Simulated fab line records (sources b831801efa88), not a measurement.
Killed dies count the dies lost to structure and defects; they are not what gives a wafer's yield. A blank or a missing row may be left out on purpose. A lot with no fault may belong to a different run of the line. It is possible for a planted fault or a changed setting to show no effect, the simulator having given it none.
Problem report in the 8D (eight disciplines) form, filled by code | flow sky130 | the parts of the form that need people (team, actions taken, sign-off) are left out

== 1. WHAT WENT WRONG ==
Wafers without a fault read 3.610 s, standard deviation 0.026; strip time to endpoint s at SKY_CONTACT_STRIP_19 reads a mean of 3.836 s on 2 wafers belonging to 2 lots. That puts it +8.7 standard deviations away from the usual mean.
The step: strips in O2/N2.
First observed at day 36 12:37: wafer L137.1, on plasma asher-04. Wafers with a number at this step in the record: 37, from 13 lots. By rule, "out" or "out of limits" means more than 4 standard deviations away from the usual mean. The other wafers with a number count as sound.

== 2. WHAT IT IS, AND WHAT IT ISN'T ==
question                    | is                               | is not
which readings at this step | strip time to endpoint s         | drypump motor current A, o2 flow sccm
which lots                  | L137, L139                       | L123, L125, L126, L129, L130, L131, L132, L133, L136, L145, L146
which wafers of those lots  | L137.1, L139.2                   | L137.4, L139.3
read on which tools         | plasma asher-02, plasma asher-04 | plasma asher-01
when                        | from day 36 12:37                | up to then (28 sound wafers); but 7 sound wafers of L139, L145, L146 came after

== 3. THE SUSPECTS, EACH WITH WHAT RULES IT OUT ==
Counting: any tool at a process step up to the reading remains a suspect provided it ran every lot that is out. Sound lots after the first of them don't rule it out here, since some wafers of a struck lot are sound.
- rie diel-03 at SKY_CONTACT_ETCH_18 (etches Si3N4 in CHF3/O2, stops on TiN, time 39 s, target depth 75 nm): kept. Every lot that is out went through it, the first being L137 (day 36 12:00); the last sound lot it ran before that was L133 (day 35 11:00).
- The sound lot-mates ran in chamber 1 of rie diel-03 at SKY_CONTACT_ETCH_18, but the wafers that are out ran in chamber 0.
Remaining after the count: rie diel-03 at SKY_CONTACT_ETCH_18.

== 4. THE CAUSE (what the simulator had put in) ==
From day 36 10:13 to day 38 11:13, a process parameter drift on rie diel-03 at SKY_CONTACT_ETCH_18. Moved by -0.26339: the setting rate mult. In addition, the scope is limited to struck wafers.
Only this tool survived the counting.

== 5. THE CHAIN OF EFFECTS, in route order ==
Each row: a reading whose mean over the struck wafers that have a number lies more than 3 standard deviations from the usual. Only readings for which the record gives a usual standard deviation are gone through. hours: the time from each lot's start at the first step in this table that gives one to its start at this step, as a median over the lots. sigmas: the change in usual standard deviations.
hours | step                  | reading                  | usual   | on struck wafers | change | sigmas
0     | SKY_CONTACT_STRIP_19  | strip time to endpoint s | 3.610 s | 3.836            | +0.226 | +8.7
309   | SKY_PAD_OPEN_PROBE_99 | killed at contacts       | 24      | 346              | +322   | +62
309   | SKY_PAD_OPEN_PROBE_99 | killed dies              | 87      | 407              | +320   | +35
309   | SKY_PAD_OPEN_PROBE_99 | killed on rim            | 17      | 92               | +76    | +22
It contains these process steps:
- SKY_CONTACT_STRIP_19: strips in O2/N2.
- SKY_PAD_OPEN_PROBE_99

== 6. HOW IT WOULD HAVE BEEN CAUGHT EARLIER ==
First out-of-limits reading in this record: day 36 12:37, which is 2 hours after fault onset at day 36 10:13.
Of the tool readings at SKY_CONTACT_ETCH_18 for which the record gives a usual standard deviation, none was out on any struck wafer, so an alarm limit of 4 standard deviations on them would not have fired.
Of the lots that are out (2), L139 began SKY_CONTACT_ETCH_18 on rie diel-03 after day 36 12:37. A hold on the tool at that time would have spared it.
